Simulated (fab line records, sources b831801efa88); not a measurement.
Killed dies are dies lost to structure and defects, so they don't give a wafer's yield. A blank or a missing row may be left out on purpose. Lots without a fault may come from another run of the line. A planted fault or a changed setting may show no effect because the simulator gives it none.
Which tool did it? | flow sky130 | 13 lots, 39 wafers sampled, at 7 steps of a route of 708

WHAT THE GAUGES READ, wafer by wafer
SKY_LDD_HVP_OVL_MEAS_07.
lot  | measured     | on         | LDD_HVP_OVL (nm)
L401 | day 21 12:16 | overlay-02 | 1.3 1.0 -1.5
L402 | day 22 06:19 | overlay-01 | -0.3 -1.4 -1.0
L403 | day 22 17:25 | overlay-01 | -0.3 -2.7 -1.5
L405 | day 23 11:09 | overlay-02 | -1.3 -0.1 -0.8
L406 | day 23 21:19 | overlay-02 | 0.8 0.2 1.3
L409 | day 24 17:16 | overlay-02 | -2.1 -1.1 -0.2
L408 | day 24 17:22 | overlay-01 | 1.2 -0.2 -0.5
L414 | day 26 13:20 | overlay-02 | 2.5 1.5 0.8
L417 | day 27 12:39 | overlay-02 | 3.0 2.3 3.3
L421 | day 28 16:35 | overlay-02 | 1.5 1.2 1.8
L422 | day 29 13:25 | overlay-01 | 0.8 -0.6 -0.8
L423 | day 29 19:32 | overlay-02 | 1.1 1.5 1.3
L424 | day 30 06:10 | overlay-02 | 2.4 1.9 1.5

SKY_SD_P_CD_MEAS_07: target cd 380 nm.
lot  | measured     | on        | cd_nm (nm)
L401 | day 25 12:19 | cd_sem-01 | 379.0 379.0 380.1
L402 | day 26 05:14 | cd_sem-01 | 379.6 381.6 381.3
L403 | day 26 12:51 | cd_sem-01 | 380.9 380.1 381.9
L405 | day 27 06:03 | cd_sem-01 | 377.7 378.0 379.2
L406 | day 27 15:18 | cd_sem-01 | 379.8 379.3 381.1
L409 | day 28 10:48 | cd_sem-01 | 378.0 379.8 379.9
L408 | day 28 12:07 | cd_sem-01 | 380.6 379.3 382.9
L414 | day 30 06:49 | cd_sem-01 | - - -
L417 | day 31 05:31 | cd_sem-01 | 383.4 383.6 382.5
L421 | day 32 06:32 | cd_sem-02 | 381.5 377.2 380.3
L422 | day 33 01:43 | cd_sem-01 | 378.4 378.8 380.8
L423 | day 33 09:12 | cd_sem-02 | 382.4 382.0 381.0
L424 | day 33 20:43 | cd_sem-02 | 381.6 379.8 379.0

SKY_SD_P_TW_MEAS_11.
lot  | measured     | on            | SD_P_TW
L401 | day 25 12:43 | film_metro-02 | 2856 2840 2835
L402 | day 26 05:38 | film_metro-01 | 2822 2824 2818
L403 | day 26 13:16 | film_metro-01 | 2835 2841 2846
L405 | day 27 06:28 | film_metro-01 | 2809 2824 2819
L406 | day 27 15:43 | film_metro-01 | 2825 2812 2813
L409 | day 28 11:11 | film_metro-02 | 2834 2834 2841
L408 | day 28 12:31 | film_metro-02 | 2830 2841 2845
L414 | day 30 07:13 | film_metro-02 | 30 30 30
L417 | day 31 05:55 | film_metro-03 | 2777 2788 2768
L421 | day 32 06:56 | film_metro-03 | 2786 2805 2788
L422 | day 33 02:05 | film_metro-03 | 2785 2770 2792
L423 | day 33 09:37 | film_metro-03 | 2790 2796 2779
L424 | day 33 21:07 | film_metro-02 | 2822 2839 2820

SKY_RES_XHIGH_TW_MEAS_09.
lot  | measured     | on            | RES_XHIGH_TW
L401 | day 26 17:43 | film_metro-01 | 1647 1652 1652
L402 | day 27 10:37 | film_metro-02 | 1651 1654 1649
L403 | day 27 18:02 | film_metro-01 | 1631 1655 1637
L405 | day 28 12:16 | film_metro-01 | 1642 1647 1635
L406 | day 28 20:17 | film_metro-01 | 1629 1642 1642
L409 | day 29 16:26 | film_metro-02 | 1653 1660 1655
L408 | day 29 17:57 | film_metro-01 | 1646 1645 1644
L414 | day 31 11:07 | film_metro-03 | 2834 2852 2839
L417 | day 32 09:46 | film_metro-01 | 1649 1644 1653
L421 | day 33 10:08 | film_metro-03 | 1611 1611 1613
L422 | day 34 04:19 | film_metro-03 | 1625 1625 1619
L423 | day 34 10:43 | film_metro-01 | 1635 1638 1637
L424 | day 34 23:13 | film_metro-02 | 1643 1643 1641

SKY_LOCAL_INTERCONNECT_CD_MEAS_11: target cd 170 nm.
lot  | measured     | on        | cd_nm (nm)
L401 | day 30 10:20 | cd_sem-02 | 171.0 172.7 172.5
L402 | day 31 03:16 | cd_sem-02 | 170.9 169.6 169.9
L403 | day 31 09:34 | cd_sem-02 | 172.5 170.2 171.0
L405 | day 32 04:48 | cd_sem-01 | 172.3 170.5 172.4
L406 | day 32 12:06 | cd_sem-01 | 169.3 170.0 168.1
L409 | day 33 04:41 | cd_sem-01 | 170.4 171.3 169.7
L408 | day 33 08:05 | cd_sem-02 | 170.5 170.5 170.2
L414 | day 34 22:05 | cd_sem-02 | 168.5 169.2 169.3
L417 | day 35 20:31 | cd_sem-02 | 169.1 170.9 171.4
L421 | day 36 19:43 | cd_sem-01 | 170.7 170.6 171.0
L422 | day 37 14:58 | cd_sem-01 | 169.5 171.0 171.2
L423 | day 37 20:25 | cd_sem-01 | 168.3 169.8 170.3
L424 | day 38 08:46 | cd_sem-01 | 169.3 169.2 169.3

SKY_VIA2_OVL_MEAS_13.
lot  | measured     | on         | VIA2_OVL (nm)
L401 | day 36 07:16 | overlay-02 | 3 3 -1
L402 | day 37 01:07 | overlay-01 | 6 5 7
L403 | day 37 05:11 | overlay-01 | 5 4 -1
L405 | day 38 00:57 | overlay-02 | 7 6 8
L406 | day 38 06:29 | overlay-01 | -3 -3 -11
L409 | day 39 00:45 | overlay-01 | -5 -6 -7
L408 | day 39 01:59 | overlay-01 | -10 -7 -7
L414 | day 40 14:11 | overlay-02 | 8 5 3
L417 | day 41 11:20 | overlay-02 | 8 4 9
L421 | day 42 07:01 | overlay-02 | -5 -1 0
L422 | day 43 00:00 | overlay-02 | -5 0 -4
L423 | day 43 06:20 | overlay-02 | 1 1 3
L424 | day 43 17:27 | overlay-02 | 7 7 11

WHICH TOOL RAN EACH LOT (tool, then ch and the chambers of the sampled wafers, then the start)
lot  | SKY_SD_P_EXPOSE_04
L401 | iline_stepper-02 ch 0, day 24 21:43
L402 | iline_stepper-01 ch 0, day 25 14:25
L403 | iline_stepper-02 ch 0, day 25 22:44
L405 | iline_stepper-02 ch 0, day 26 15:56
L406 | iline_stepper-01 ch 0, day 27 01:35
L409 | iline_stepper-01 ch 0, day 27 20:21
L408 | iline_stepper-02 ch 0, day 27 22:03
L414 | iline_stepper-02 ch 0, day 29 17:22
L417 | iline_stepper-01 ch 0, day 30 15:47
L421 | iline_stepper-01 ch 0, day 31 16:34
L422 | iline_stepper-02 ch 0, day 32 13:26
L423 | iline_stepper-01 ch 0, day 32 19:35
L424 | iline_stepper-01 ch 0, day 33 07:13
- SKY_SD_P_EXPOSE_04: exposes mask PSDM, target cd 380 nm.

WHAT THE TOOLS THEMSELVES READ (means of the sampled wafers that have a number; where no wafer has one, the mark that the record gives instead)
SKY_SD_P_EXPOSE_04.
lot  | tool             | focus_offset_nm (nm)
L401 | iline_stepper-02 | -0.0
L402 | iline_stepper-01 | 0.5
L403 | iline_stepper-02 | 0.1
L405 | iline_stepper-02 | -0.3
L406 | iline_stepper-01 | -0.2
L409 | iline_stepper-01 | -0.3
L408 | iline_stepper-02 | 0.2
L414 | iline_stepper-02 | 0.2
L417 | iline_stepper-01 | -0.2
L421 | iline_stepper-01 | 0.2
L422 | iline_stepper-02 | 0.7
L423 | iline_stepper-01 | 0.1
L424 | iline_stepper-01 | 0.3

THE ANSWER, worked out from the rows above alone
Rule: what is usual is taken from the lots themselves. Put in order of their means at a reading, lots are off if they are a third of the lots or fewer, leave a main group of 4 or more, and stand apart from it by a gap of 3 or more times the standard deviation of the main group's means; of several such gaps the widest counts. A main group whose means are all the same, to the digits that the tables above print for the reading, isn't used. A lot without any number at a reading at which 4 lots or more have one is off too. The other lots that the step has rows for count as sound. The gauges are gone through in route order, then the tools' own readings, and for those a lot's mean is taken as printed above. The first step at which some lot is off is used, and at that step the reading that is off furthest; a lot without a number counts as furthest.
Off: L414, at SKY_SD_P_CD_MEAS_07 (cd_nm). Without a number there: L414. The main group: mean 380.3 nm, standard deviation 1.3.
A tool fits if, at a process step before that reading, it ran every lot that is off, and no sound lot after the first of them. The gauges at SKY_SD_P_CD_MEAS_07 aren't tried: what is off there is off at SKY_SD_P_TW_MEAS_11 too, on other tools, and a gauge's error can't cause that. None of those tried fits.

WHAT THE SIMULATOR HAD PUT IN
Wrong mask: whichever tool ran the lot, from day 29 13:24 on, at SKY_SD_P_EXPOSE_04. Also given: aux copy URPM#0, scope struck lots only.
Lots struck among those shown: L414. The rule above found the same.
